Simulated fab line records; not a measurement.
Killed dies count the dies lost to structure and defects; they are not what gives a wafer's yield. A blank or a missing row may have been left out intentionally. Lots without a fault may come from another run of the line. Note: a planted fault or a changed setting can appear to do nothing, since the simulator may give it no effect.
Which tool is to blame? + flow gf180mcu + 18 wafers sampled from 6 lots at 1 step of a route of 602

== WHAT THE GAUGES READ, wafer by wafer ==
GF_HV_LDD_CD_MEAS_31: the cd target is 400 nm.
| lot  | measured     | on        | cd_nm (nm)        |
|------|--------------|-----------|-------------------|
| L393 | day 11 20:14 | cd_sem-02 | 395.2 398.8 396.9 |
| L395 | day 12 09:10 | cd_sem-02 | 401.3 405.4 401.8 |
| L398 | day 13 08:48 | cd_sem-01 | 404.8 402.6 402.7 |
| L404 | day 15 10:50 | cd_sem-01 | 396.6 398.0 397.3 |
| L411 | day 17 17:25 | cd_sem-02 | 398.3 399.1 399.0 |
| L414 | day 18 14:28 | cd_sem-01 | 398.0 401.7 399.6 |

== EACH LOT AND THE TOOL THAT RAN IT (in order: tool; ch and the chambers of the sampled wafers; start) ==
Before these readings, the record contains no process step.

== THE ANSWER, worked out from the rows above alone ==
Rule: the usual values come from the lots themselves. Put in order of their means at a reading, lots are off if they are a third of the lots or fewer, leave a main group of 4 or more, and stand apart from it by a gap of 3 or more times the standard deviation of the main group's means; of several such gaps the widest counts. If all means in a main group match to the digits the tables above print for the reading, that group is not used. A lot without any number at a reading at which 4 lots or more have one is off too. The other lots that the step has rows for count as sound.
Across all readings shown, no lot is off: no conclusion can be drawn from this.

== WHAT THE SIMULATOR HAD PUT IN ==
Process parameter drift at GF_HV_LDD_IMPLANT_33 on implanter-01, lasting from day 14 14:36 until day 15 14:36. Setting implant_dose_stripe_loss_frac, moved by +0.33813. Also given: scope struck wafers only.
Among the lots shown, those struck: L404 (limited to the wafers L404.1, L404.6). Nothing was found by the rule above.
